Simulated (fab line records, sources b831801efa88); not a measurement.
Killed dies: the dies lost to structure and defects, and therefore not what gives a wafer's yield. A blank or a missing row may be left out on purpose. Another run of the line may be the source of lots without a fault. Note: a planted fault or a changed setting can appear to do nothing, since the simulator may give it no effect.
Which tool is to blame? :: flow sky130 :: Sampling: 13 lots, 39 wafers, 4 of 708 route steps

WHAT THE GAUGES READ, wafer by wafer
SKY_METAL1_CD_MEAS_15: the cd target is 140 nm. Usual: cd_nm at 140.2 nm, with a standard deviation of 1.6.
lot: L216
measured: day 32 18:26
on: cd_sem-01
cd_nm (nm): 139.8 140.0 140.3
flag: 

lot: L218
measured: day 33 01:58
on: cd_sem-02
cd_nm (nm): 138.1 138.8 138.7
flag: 

lot: L219
measured: day 33 11:48
on: cd_sem-01
cd_nm (nm): 137.6 138.2 138.3
flag: 

lot: L220
measured: day 33 19:10
on: cd_sem-02
cd_nm (nm): 143.1 142.3 141.2
flag: 

lot: L223
measured: day 35 04:23
on: cd_sem-02
cd_nm (nm): 138.7 138.6 138.7
flag: 

lot: L230
measured: day 38 04:54
on: cd_sem-02
cd_nm (nm): 144.3 144.5 144.4
flag: 

lot: L231
measured: day 38 05:08
on: cd_sem-01
cd_nm (nm): 139.6 140.0 140.2
flag: 

lot: L232
measured: day 38 08:31
on: cd_sem-01
cd_nm (nm): 141.2 141.4 141.7
flag: 

lot: L234
measured: day 38 10:53
on: cd_sem-02
cd_nm (nm): 139.8 141.7 142.2
flag: 

lot: L235
measured: day 38 15:17
on: cd_sem-02
cd_nm (nm): 139.0 141.1 140.5
flag: 

lot: L236
measured: day 38 22:20
on: cd_sem-01
cd_nm (nm): 141.4 141.7 142.1
flag: 

lot: L238
measured: day 39 14:56
on: cd_sem-01
cd_nm (nm): 141.6 142.2 143.8
flag: 

lot: L239
measured: day 39 22:33
on: cd_sem-01
cd_nm (nm): 140.3 139.2 138.6
flag: 

SKY_VIA1_OVL_MEAS_13. Usual: for VIA1_OVL the level is 0 nm and the standard deviation is 5.8.
lot: L216
measured: day 33 22:33
on: overlay-01
VIA1_OVL (nm): -14 -8 -4
flag: 

lot: L218
measured: day 34 06:06
on: overlay-01
VIA1_OVL (nm): 9 9 5
flag: 

lot: L219
measured: day 34 17:54
on: overlay-01
VIA1_OVL (nm): -6 -6 -4
flag: 

lot: L220
measured: day 34 23:32
on: overlay-01
VIA1_OVL (nm): -2 -13 -7
flag: 

lot: L223
measured: day 36 07:52
on: overlay-01
VIA1_OVL (nm): 1 6 2
flag: 

lot: L230
measured: day 39 07:25
on: overlay-02
VIA1_OVL (nm): 3 7 -3
flag: 

lot: L231
measured: day 39 07:46
on: overlay-02
VIA1_OVL (nm): -1 -3 2
flag: 

lot: L232
measured: day 39 11:14
on: overlay-02
VIA1_OVL (nm): 3 -4 1
flag: 

lot: L234
measured: day 39 13:09
on: overlay-02
VIA1_OVL (nm): -7 -5 -2
flag: 

lot: L235
measured: day 39 17:46
on: overlay-01
VIA1_OVL (nm): 7 6 1
flag: 

lot: L236
measured: day 39 23:55
on: overlay-01
VIA1_OVL (nm): 1 0 8
flag: 

lot: L238
measured: day 40 17:15
on: overlay-01
VIA1_OVL (nm): 9 3 2
flag: 

lot: L239
measured: day 41 00:46
on: overlay-01
VIA1_OVL (nm): 7 1 4
flag: 

SKY_METAL2_OVL_MEAS_16. Usual: for METAL2_OVL the level is -3 nm and the standard deviation is 6.1.
lot: L216
measured: day 35 01:59
on: overlay-02
METAL2_OVL (nm): -6 -6 -12
flag: 

lot: L218
measured: day 35 10:31
on: overlay-01
METAL2_OVL (nm): -4 -1 8
flag: 

lot: L219
measured: day 35 21:37
on: overlay-02
METAL2_OVL (nm): 0 -7 2
flag: 

lot: L220
measured: day 36 03:32
on: overlay-01
METAL2_OVL (nm): 5 -3 -2
flag: 

lot: L223
measured: day 37 11:19
on: overlay-01
METAL2_OVL (nm): -5 -8 -2
flag: 

lot: L230
measured: day 40 10:17
on: overlay-01
METAL2_OVL (nm): 8 -3 0
flag: 

lot: L231
measured: day 40 10:17
on: overlay-02
METAL2_OVL (nm): -9 -5 -11
flag: 

lot: L232
measured: day 40 14:14
on: overlay-01
METAL2_OVL (nm): 9 5 8
flag: 

lot: L234
measured: day 40 16:19
on: overlay-01
METAL2_OVL (nm): -8 -9 1
flag: 

lot: L235
measured: day 40 19:52
on: overlay-02
METAL2_OVL (nm): -8 1 -3
flag: 

lot: L236
measured: day 41 01:37
on: overlay-02
METAL2_OVL (nm): -8 -13 -7
flag: 

lot: L238
measured: day 41 18:49
on: overlay-02
METAL2_OVL (nm): -12 -13 -15
flag: 

lot: L239
measured: day 42 02:05
on: overlay-01
METAL2_OVL (nm): -6 0 -4
flag: 

WHICH TOOL RAN EACH LOT (tool, then ch and the chambers of the sampled wafers, then the start)
lot: L216
SKY_VIA1_SPUTTER_20: pvd_sputter-02, day 33 23:17

lot: L218
SKY_VIA1_SPUTTER_20: pvd_sputter-01, day 34 06:49

lot: L219
SKY_VIA1_SPUTTER_20: pvd_sputter-04, day 34 18:43

lot: L220
SKY_VIA1_SPUTTER_20: pvd_sputter-04, day 35 00:14

lot: L223
SKY_VIA1_SPUTTER_20: pvd_sputter-04, day 36 08:34

lot: L230
SKY_VIA1_SPUTTER_20: pvd_sputter-02, day 39 08:07

lot: L231
SKY_VIA1_SPUTTER_20: pvd_sputter-01, day 39 08:29

lot: L232
SKY_VIA1_SPUTTER_20: pvd_sputter-04, day 39 11:56

lot: L234
SKY_VIA1_SPUTTER_20: pvd_sputter-04, day 39 13:54

lot: L235
SKY_VIA1_SPUTTER_20: pvd_sputter-01, day 39 18:29

lot: L236
SKY_VIA1_SPUTTER_20: pvd_sputter-02, day 40 00:38

lot: L238
SKY_VIA1_SPUTTER_20: pvd_sputter-01, day 40 17:58

lot: L239
SKY_VIA1_SPUTTER_20: pvd_sputter-01, day 41 01:30
- SKY_VIA1_SPUTTER_20: material TiN, target thk 20 nm, time 80 s.

AS READ BY THE TOOLS THEMSELVES (means over the sampled wafers that have a number; for cases with no such wafer, the mark the record gives instead)
SKY_VIA1_SPUTTER_20. Usual: chamber_pressure_pa 4.999 Pa, standard deviation 0.0097; throttle_valve_pct 29.8 %, standard deviation 0.74.
lot: L216
tool: pvd_sputter-02
chamber_pressure_pa (Pa): 4.998
throttle_valve_pct (%): 30.0
flag: 

lot: L218
tool: pvd_sputter-01
chamber_pressure_pa (Pa): 5.005
throttle_valve_pct (%): 30.0
flag: 

lot: L219
tool: pvd_sputter-04
chamber_pressure_pa (Pa): 4.996
throttle_valve_pct (%): 28.6
flag: 

lot: L220
tool: pvd_sputter-04
chamber_pressure_pa (Pa): 5.257
throttle_valve_pct (%): 28.2
flag: OFF

lot: L223
tool: pvd_sputter-04
chamber_pressure_pa (Pa): 5.266
throttle_valve_pct (%): 29.6
flag: OFF

lot: L230
tool: pvd_sputter-02
chamber_pressure_pa (Pa): 4.994
throttle_valve_pct (%): 30.2
flag: 

lot: L231
tool: pvd_sputter-01
chamber_pressure_pa (Pa): 5.003
throttle_valve_pct (%): 30.2
flag: 

lot: L232
tool: pvd_sputter-04
chamber_pressure_pa (Pa): 5.000
throttle_valve_pct (%): 29.5
flag: 

lot: L234
tool: pvd_sputter-04
chamber_pressure_pa (Pa): 4.992
throttle_valve_pct (%): 28.9
flag: 

lot: L235
tool: pvd_sputter-01
chamber_pressure_pa (Pa): 4.989
throttle_valve_pct (%): 30.3
flag: 

lot: L236
tool: pvd_sputter-02
chamber_pressure_pa (Pa): 4.999
throttle_valve_pct (%): 30.0
flag: 

lot: L238
tool: pvd_sputter-01
chamber_pressure_pa (Pa): 4.997
throttle_valve_pct (%): 29.6
flag: 

lot: L239
tool: pvd_sputter-01
chamber_pressure_pa (Pa): 4.987
throttle_valve_pct (%): 29.7
flag: 

THE ANSWER, worked out from the rows above alone
Rule: a lot is off if the mean of its wafers that have a number lies more than 3 standard deviations from the usual mean. A lot without any number at a reading at which 4 lots or more have one is off too. The other lots that the step has rows for count as sound. First the gauges in route order, then the tools' own readings, where a lot's mean is used as printed above. The first step at which some lot is off is used, and at that step the reading that is off furthest; a lot without a number counts as furthest.
Off: L220, L223 (SKY_VIA1_SPUTTER_20, chamber_pressure_pa).
If a tool, at that step or one of the process steps before it, ran each lot that is off and ran no sound lot following the first of them, it fits. Not one of the candidates tried fits.

WHAT HAD BEEN PUT IN BY THE SIMULATOR
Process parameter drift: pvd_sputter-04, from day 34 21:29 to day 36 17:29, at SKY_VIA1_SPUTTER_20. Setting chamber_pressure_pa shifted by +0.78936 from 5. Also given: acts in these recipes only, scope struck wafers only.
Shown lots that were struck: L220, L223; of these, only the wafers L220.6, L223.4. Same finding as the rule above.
